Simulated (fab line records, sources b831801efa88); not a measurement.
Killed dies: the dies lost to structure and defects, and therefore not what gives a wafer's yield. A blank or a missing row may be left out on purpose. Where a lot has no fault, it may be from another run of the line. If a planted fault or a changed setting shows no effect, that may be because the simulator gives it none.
Which tool is to blame?	flow gf180mcu	7 lots, 21 wafers sampled, at 2 steps of a route of 602

## WHAT THE GAUGES READ, wafer by wafer
GF_DNWELL_TW_MEAS_09.
lot	measured	on	DNWELL_TW
L532	day 3 22:12	film_metro-03	1356 1351 1351
L536	day 4 16:07	film_metro-03	31 31 31
L537	day 5 02:20	film_metro-03	31 31 31
L542	day 5 23:24	film_metro-03	1359 1359 1356
L544	day 6 09:37	film_metro-04	1349 1352 1350
L546	day 6 20:32	film_metro-03	1350 1357 1348
L549	day 7 12:01	film_metro-03	1371 1362 1361

## EACH LOT AND THE TOOL THAT RAN IT (in order: tool; ch and the chambers of the sampled wafers; start)
lot	GF_DNWELL_EXPOSE_04
L532	iline_stepper-02 ch 0, day 3 16:05
L536	iline_stepper-02, day 4 09:21
L537	iline_stepper-02, day 4 19:08
L542	iline_stepper-01 ch 0, day 5 15:55
L544	iline_stepper-02 ch 0, day 6 02:05
L546	iline_stepper-01 ch 0, day 6 12:31
L549	iline_stepper-02 ch 0, day 7 03:40
- GF_DNWELL_EXPOSE_04: exposes mask DNWELL, target cd 1700 nm.

## THE ANSWER, worked out from the rows above alone
Rule: usual is defined by the lots themselves. The widest of any qualifying gaps counts: lots, ordered by their means at a reading, are off when they make up no more than a third of the lots, leave a main group of 4 or more, and stand apart from it by 3 or more times the standard deviation of that group's means. The tables above print the reading to a certain number of digits; a main group whose means all agree to those digits is not used. A lot without any number at a reading at which 4 lots or more have one is off too. The other lots that the step has rows for count as sound.
Off: L536, L537, at GF_DNWELL_TW_MEAS_09 (DNWELL_TW). The main group has a mean of 1355 with a standard deviation of 5.3.
If a tool, at a process step before that reading, ran all the lots that are off and no sound lot after the first of them, it fits. Those tools and the gauges at GF_DNWELL_TW_MEAS_09 are tried in the same way. None of those tried fits.

## WHAT THE SIMULATOR HAD PUT IN
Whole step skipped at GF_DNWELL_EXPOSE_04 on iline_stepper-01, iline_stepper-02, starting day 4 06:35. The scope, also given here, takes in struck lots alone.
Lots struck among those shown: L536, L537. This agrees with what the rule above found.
